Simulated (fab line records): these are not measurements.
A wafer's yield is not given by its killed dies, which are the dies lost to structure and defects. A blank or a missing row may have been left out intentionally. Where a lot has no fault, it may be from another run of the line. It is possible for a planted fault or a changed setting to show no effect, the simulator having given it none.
The tool behind it: which one? -- flow sky130 -- 11 lots with 33 wafers sampled at 6 steps, on a route of 708 steps

## WHAT THE GAUGES SHOWED, per wafer
SKY_SONOS_ONO_THK_MEAS_05.
lot,measured,on,SONOS_ONO_CVD_04_THK (nm)
L454,day 11 16:25,filmMetro-03,5.50 5.42 5.48
L455,day 11 23:23,filmMetro-03,5.79 5.61 5.86
L456,day 11 23:23,filmMetro-01,5.65 5.73 5.69
L459,day 13 19:13,filmMetro-01,5.91 5.86 5.88
L458,day 13 22:42,filmMetro-01,5.77 5.86 5.79
L463,day 14 12:46,filmMetro-02,5.81 5.74 5.65
L464,day 14 19:53,filmMetro-03,5.90 5.86 5.82
L465,day 15 06:17,filmMetro-02,5.73 5.73 5.81
L472,day 17 18:12,filmMetro-03,5.66 5.63 5.67
L473,day 18 01:32,filmMetro-01,5.82 5.71 5.86
L476,day 19 01:43,filmMetro-03,5.87 5.84 5.87

SKY_RES_PROTECT_TW_MEAS_08.
lot,measured,on,POLY_GATE_TW
L454,day 15 02:27,filmMetro-02,4052 4011 4010
L455,day 15 11:58,filmMetro-01,4077 4095 4076
L456,day 15 13:25,filmMetro-02,4048 4049 4053
L459,day 17 10:49,filmMetro-04,4065 4069 4075
L458,day 17 18:40,filmMetro-04,4071 4055 4056
L463,day 18 07:30,filmMetro-01,4180 4173 4178
L464,day 18 14:22,filmMetro-02,4158 4186 4142
L465,day 19 06:39,filmMetro-02,4136 4158 4142
L472,day 21 16:41,filmMetro-02,4009 4018 4024
L473,day 22 01:49,filmMetro-02,4048 4054 4041
L476,day 23 08:07,filmMetro-02,4014 4019 4016

SKY_POLY_GATE_OVL_MEAS_14.
lot,measured,on,POLY_GATE_OVL (nm)
L454,day 16 08:14,overlay-01,-2 -3 0
L455,day 16 18:24,overlay-02,-4 -5 -3
L456,day 16 19:14,overlay-02,5 -1 9
L459,day 18 20:41,overlay-02,3 6 3
L458,day 19 05:40,overlay-01,-5 -6 -5
L463,day 19 15:51,overlay-02,-5 -3 1
L464,day 19 23:03,overlay-02,-4 4 -4
L465,day 20 14:15,overlay-02,2 -1 0
L472,day 23 00:13,overlay-01,3 -5 5
L473,day 23 10:20,overlay-01,-7 2 -12
L476,day 24 16:52,overlay-01,-1 3 -7

## WHICH TOOL RAN EACH LOT (tool, then ch and the chambers of the sampled wafers, then the start)
lot,SKY_SONOS_ONO_ETCH_15,SKY_POLY_GATE_IMPLANT_02,SKY_RES_PROTECT_STRIP_07
L454,"rieDiel-04 ch 0,2, day 12 16:46","implanter-01 ch 0, day 15 02:12","plasmaAsher-02 ch 0,1, day 15 02:21"
L455,"rieDiel-02 ch 2,3, day 13 00:32","implanter-02 ch 0, day 15 11:44","plasmaAsher-02 ch 0,1, day 15 11:52"
L456,"rieDiel-04 ch 0,1,3, day 12 23:49","implanter-03 ch 0, day 15 13:10","plasmaAsher-02 ch 0,1, day 15 13:18"
L459,"rieDiel-04 ch 0,2,3, day 14 21:05","implanter-02 ch 0, day 17 10:35","plasmaAsher-01 ch 0,1, day 17 10:43"
L458,"rieDiel-02 ch 1,2,3, day 15 00:59","implanter-03 ch 0, day 17 18:25","plasmaAsher-04 ch 0,1, day 17 18:34"
L463,"rieDiel-03 ch 0,2,3, day 15 15:41","implanter-02 ch 0, day 18 06:56","plasmaAsher-04 ch 0,1, day 18 07:24"
L464,"rieDiel-03 ch 2,3, day 15 23:28","implanter-03 ch 0, day 18 13:49","plasmaAsher-04 ch 0,1, day 18 14:16"
L465,"rieDiel-04 ch 1,2,3, day 16 11:07","implanter-01 ch 0, day 19 06:05","plasmaAsher-02 ch 0,1, day 19 06:33"
L472,"rieDiel-02 ch 0,1,3, day 18 23:37","implanter-03 ch 0, day 21 16:28","plasmaAsher-01 ch 0,1, day 21 16:35"
L473,"rieDiel-03 ch 1,2,3, day 19 07:14","implanter-03 ch 0, day 22 01:36","plasmaAsher-01 ch 0,1, day 22 01:44"
L476,"rieDiel-02 ch 0,2, day 20 08:08","implanter-02 ch 0, day 23 07:52","plasmaAsher-01 ch 0,1, day 23 08:01"
- SKY_SONOS_ONO_ETCH_15: etches the open film in CHF3/O2, target depth 19.52 nm, time 7.8 s.
- SKY_POLY_GATE_IMPLANT_02
- SKY_RES_PROTECT_STRIP_07: strips in O2/N2.

## AS READ BY THE TOOLS THEMSELVES (means over the sampled wafers that have a number; for cases with no such wafer, the mark the record gives instead)
SKY_SONOS_ONO_ETCH_15.
lot,tool,chamberPressureMTorr (mTorr),drypumpMotorCurrentA (A),oesProductAu (a.u.),throttleValvePct (%)
L454,rieDiel-04,39.99,5.8,1.011,8.823
L455,rieDiel-02,39.97,6.0,0.998,8.820
L456,rieDiel-04,39.98,5.3,0.998,8.826
L459,rieDiel-04,40.00,5.6,1.005,8.832
L458,rieDiel-02,40.02,6.2,1.005,8.820
L463,rieDiel-03,39.99,6.0,1.006,8.824
L464,rieDiel-03,40.02,5.9,1.002,8.820
L465,rieDiel-04,39.99,5.5,1.003,8.824
L472,rieDiel-02,39.95,6.1,1.000,8.821
L473,rieDiel-03,39.97,6.1,1.005,8.833
L476,rieDiel-02,40.00,5.7,1.001,8.825

SKY_RES_PROTECT_STRIP_07.
lot,tool,chamberPressureMTorr (mTorr),drypumpMotorCurrentA (A),n2FlowSccm (sccm),oesProductAu (a.u.),stripTimeToEndpointS (s)
L454,plasmaAsher-02,1500.7,5.4,299.2,0.515,23.32
L455,plasmaAsher-02,1500.0,5.4,299.5,0.516,23.31
L456,plasmaAsher-02,1499.3,5.4,299.7,0.517,23.30
L459,plasmaAsher-01,1500.4,6.3,300.2,0.519,23.27
L458,plasmaAsher-04,1501.1,5.5,298.9,0.516,23.32
L463,plasmaAsher-04,1499.4,5.5,300.8,0.501,25.09
L464,plasmaAsher-04,1500.3,5.5,300.8,0.499,25.13
L465,plasmaAsher-02,1499.8,5.4,300.0,0.494,25.10
L472,plasmaAsher-01,1499.9,6.2,300.4,0.517,23.32
L473,plasmaAsher-01,1500.6,6.3,300.1,0.522,23.29
L476,plasmaAsher-01,1500.5,6.3,301.3,0.519,23.25

## THE ANSWER, worked out from the rows above alone
Rule: the lots themselves supply what counts as usual. The widest of any qualifying gaps counts: lots, ordered by their means at a reading, are off when they make up no more than a third of the lots, leave a main group of 4 or more, and stand apart from it by 3 or more times the standard deviation of that group's means. Not used: any main group whose means are identical at the precision the tables above print for the reading. A lot without any number at a reading at which 4 lots or more have one is off too. The other lots that the step has rows for count as sound. First the gauges in route order, then the tools' own readings, where a lot's mean is used as printed above. At the first step where some lot is off, the reading lying furthest off is the one used; lots without a number count as furthest.
Off at SKY_RES_PROTECT_STRIP_07 (stripTimeToEndpointS): L463, L464, L465. Mean 23.30 s and standard deviation 0.024 in the main group.
A tool fits if, at that step or a process step before it, it ran every lot that is off, and no sound lot after the first of them. None of those tried fits.

## WHAT THE SIMULATOR PUT IN
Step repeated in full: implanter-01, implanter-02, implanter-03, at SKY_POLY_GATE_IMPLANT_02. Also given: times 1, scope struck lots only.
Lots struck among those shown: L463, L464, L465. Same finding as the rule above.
